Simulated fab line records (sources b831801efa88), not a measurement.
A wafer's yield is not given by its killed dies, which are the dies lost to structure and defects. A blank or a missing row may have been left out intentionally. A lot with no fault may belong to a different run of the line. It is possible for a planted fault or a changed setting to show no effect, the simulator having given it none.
Problem report in the 8D (eight disciplines) form, filled by code || flow sky130 || the parts of the form that need people (team, actions taken, sign-off) are left out

## 1. WHAT WENT WRONG
Mean SD_N_RS at SKY_SD_N_RS_MEAS_16: 70.55 ohm/sq over 6 wafers in 2 lots; fault-free wafers: 68.63 ohm/sq, standard deviation 0.1. Relative to the usual mean, that is a shift of +19 standard deviations.
The step: measures by four-point-probe.
Seen first at day 34 19:17 on film metro-01, wafer L482.4. Wafers with a number at this step in the record: 39, from 13 lots. Rule for "out", or "out of limits": more than 4 standard deviations from the usual mean. The other wafers with a number count as sound.

## 2. WHAT IT IS; WHAT IT IS NOT
{"question": "which readings at this step", "is": "SD_N_RS", "is not": "-"}
{"question": "which lots", "is": "L482, L483", "is not": "L462, L464, L465, L466, L468, L469, L470, L471, L473, L484, L485"}
{"question": "which wafers of those lots", "is": "all that have a number", "is not": "-"}
{"question": "read on which gauges", "is": "film metro-01", "is not": "film metro-04"}
{"question": "when", "is": "from day 34 19:17", "is not": "up to then (27 sound wafers); but 6 sound wafers of L484, L485 came after"}

## 3. THE SUSPECTS, EACH WITH WHAT RULES IT OUT
Counting: a tool stays on the suspect list if, at a process step up to the reading, it processed all lots that are out and no sound lot following the first of them.
- ruled out: the gauge at SKY_SD_N_RS_MEAS_16. All the wafers that are out were read on film metro-01, but those of them that SKY_SD_N_IMPLANT_10 has rows for are out there too, on other tools.
- implanter-01 at SKY_SD_N_IMPLANT_10: kept. It processed each lot that is out, first L482 at day 34 18:46, and no sound lot thereafter; up to then, the last sound lot it processed was L471 at day 31 13:32. On those wafers its own readings are out: dose ions cm2, faraday current uA.
After counting, what remains is implanter-01 at SKY_SD_N_IMPLANT_10.

## 4. THE CAUSE (what the simulator had put in)
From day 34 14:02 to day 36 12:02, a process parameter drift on implanter-01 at SKY_SD_N_IMPLANT_10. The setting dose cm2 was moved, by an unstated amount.
The count eliminated every tool but this one.

## 5. SEQUENCE OF EFFECTS, ordered by route
Each row: a reading where the mean over the struck wafers with a number is more than 3 standard deviations away from the usual. Only readings for which the record gives a usual standard deviation are gone through. hours: the time from each lot's start at the first step in this table that gives one to its start at this step, as a median over the lots. sigmas: the change in usual standard deviations.
{"hours": 0, "step": "SKY_SD_N_IMPLANT_10", "reading": "dose ions cm2", "usual": 9.996e+13, "on struck wafers": 9.970e+12, "change": -8.999e+13, "sigmas": "-99 or more"}
{"hours": 0, "step": "SKY_SD_N_IMPLANT_10", "reading": "faraday current uA", "usual": 534, "on struck wafers": 57, "change": -477, "sigmas": -14}
{"hours": 1, "step": "SKY_SD_N_RS_MEAS_16", "reading": "SD_N_RS", "usual": "68.63 ohm/sq", "on struck wafers": 70.55, "change": "+1.92", "sigmas": "+19"}
Process steps it contains:
- SKY_SD_N_IMPLANT_10

## 6. HOW IT WOULD HAVE BEEN CAUGHT EARLIER
5 hours passed between the start of the fault at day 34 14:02 and the first reading out of limits at a measuring or inspecting step in this record, taken at day 34 19:17.
The tool's own readings at SKY_SD_N_IMPLANT_10 were out on every struck wafer that the step has a row for (dose ions cm2, faraday current uA): an alarm limit on them would have fired on the first of those.
Lots out: 2; of these, L483 started SKY_SD_N_IMPLANT_10 on implanter-01 after day 34 19:17. Had the tool been put on hold then, it would have been spared.
